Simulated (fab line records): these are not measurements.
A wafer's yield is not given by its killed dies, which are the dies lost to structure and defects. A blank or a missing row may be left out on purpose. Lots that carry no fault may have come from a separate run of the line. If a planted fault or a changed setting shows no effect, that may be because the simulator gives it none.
Which tool is to blame? :: flow sky130 :: 11 lots with 33 wafers sampled at 4 steps, on a route of 708 steps

WHAT EACH GAUGE READ, for each wafer
SKY_CONTACT_THK_MEAS_03.
lot: L660
measured: day 30 08:40
on: film metro-03
CONTACT_HDPCVD_THK (nm): 564 571 567

lot: L662
measured: day 30 22:54
on: film metro-04
CONTACT_HDPCVD_THK (nm): 566 566 568

lot: L663
measured: day 31 08:57
on: film metro-04
CONTACT_HDPCVD_THK (nm): 563 562 556

lot: L668
measured: day 33 07:22
on: film metro-01
CONTACT_HDPCVD_THK (nm): 564 569 564

lot: L676
measured: day 35 18:02
on: film metro-04
CONTACT_HDPCVD_THK (nm): 569 566 576

lot: L679
measured: day 36 20:42
on: film metro-01
CONTACT_HDPCVD_THK (nm): 563 563 558

lot: L682
measured: day 37 08:24
on: film metro-01
CONTACT_HDPCVD_THK (nm): 558 556 550

lot: L683
measured: day 37 21:26
on: film metro-01
CONTACT_HDPCVD_THK (nm): 560 558 566

EACH LOT AND THE TOOL THAT RAN IT (in order: tool; ch and the chambers of the sampled wafers; start)
lot: L660
SKY_FIELD_ISO_ETCH_15: rie diel-01 ch 0,1,2, day 2 04:43
SKY_POLY_GATE_ETCH_17: rie si-01 ch 0,1, day 16 06:15
SKY_POLY_GATE_STRIP_18: plasma asher-04 ch 0, day 16 06:18

lot: L662
SKY_FIELD_ISO_ETCH_15: rie diel-01 ch 1,2,3, day 2 15:40
SKY_POLY_GATE_ETCH_17: rie si-01 ch 1,2,3, day 17 00:28
SKY_POLY_GATE_STRIP_18: plasma asher-04 ch 0,1, day 17 00:31

lot: L663
SKY_FIELD_ISO_ETCH_15: rie diel-01 ch 0,1,3, day 2 20:31
SKY_POLY_GATE_ETCH_17: rie si-02 ch 0,1,3, day 17 09:34
SKY_POLY_GATE_STRIP_18: plasma asher-02 ch 0,1, day 17 09:37

lot: L668
SKY_FIELD_ISO_ETCH_15: rie diel-03 ch 0,2, day 4 01:23
SKY_POLY_GATE_ETCH_17: rie si-02 ch 0,1,2, day 19 15:08
SKY_POLY_GATE_STRIP_18: plasma asher-04 ch 0,1, day 19 15:12

lot: L673
SKY_FIELD_ISO_ETCH_15: rie diel-01 ch 0,1,2, day 5 03:09
SKY_POLY_GATE_ETCH_17: rie si-01 ch 0,1,3, day 21 07:42
SKY_POLY_GATE_STRIP_18: plasma asher-02 ch 0,1, day 21 07:47

lot: L674
SKY_FIELD_ISO_ETCH_15: rie diel-03 ch 0,2,3, day 5 09:19
SKY_POLY_GATE_ETCH_17: rie si-02 ch 0,1,3, day 21 18:12
SKY_POLY_GATE_STRIP_18: plasma asher-04 ch 0,1, day 21 18:15

lot: L675
SKY_FIELD_ISO_ETCH_15: rie diel-01 ch 0,1,3, day 5 13:18
SKY_POLY_GATE_ETCH_17: rie si-01 ch 0,2, day 22 03:00
SKY_POLY_GATE_STRIP_18: plasma asher-03 ch 0,1, day 22 03:03

lot: L676
SKY_FIELD_ISO_ETCH_15: rie diel-03 ch 0,1, day 5 17:03
SKY_POLY_GATE_ETCH_17: rie si-02 ch 1,2, day 22 07:11
SKY_POLY_GATE_STRIP_18: plasma asher-02 ch 0,1, day 22 07:15

lot: L679
SKY_FIELD_ISO_ETCH_15: rie diel-03 ch 1,2,3, day 6 10:03
SKY_POLY_GATE_ETCH_17: rie si-01 ch 0,2,3, day 23 14:01
SKY_POLY_GATE_STRIP_18: plasma asher-04 ch 0,1, day 23 14:04

lot: L682
SKY_FIELD_ISO_ETCH_15: rie diel-04 ch 0,2,3, day 6 23:30
SKY_POLY_GATE_ETCH_17: rie si-02 ch 0,1, day 24 06:05
SKY_POLY_GATE_STRIP_18: plasma asher-03 ch 1, day 24 06:09

lot: L683
SKY_FIELD_ISO_ETCH_15: rie diel-04 ch 0,1, day 7 04:26
SKY_POLY_GATE_ETCH_17: rie si-01 ch 0,1,3, day 24 17:57
SKY_POLY_GATE_STRIP_18: plasma asher-02 ch 0,1, day 24 18:00
- SKY_FIELD_ISO_ETCH_15: etches the open film in CHF3/O2, stops on Si, target depth 180 nm, time 72 s.
- SKY_POLY_GATE_ETCH_17: etches poly-Si in HBr/Cl2, stops on SiO2, target depth 180 nm, time 70.5 s.
- SKY_POLY_GATE_STRIP_18: strips in O2/N2.

THE ANSWER, worked out from the rows above alone
Rule: the lots themselves supply what counts as usual. The widest of any qualifying gaps counts: lots, ordered by their means at a reading, are off when they make up no more than a third of the lots, leave a main group of 4 or more, and stand apart from it by 3 or more times the standard deviation of that group's means. A main group whose means are all the same, to the digits that the tables above print for the reading, isn't used. Also off: a lot with no number at a reading for which 4 or more lots have one. Any other lot the step has rows for is counted as sound.
No lot is off at any reading shown: from this, nothing can be told.

WHAT THE SIMULATOR HAD PUT IN
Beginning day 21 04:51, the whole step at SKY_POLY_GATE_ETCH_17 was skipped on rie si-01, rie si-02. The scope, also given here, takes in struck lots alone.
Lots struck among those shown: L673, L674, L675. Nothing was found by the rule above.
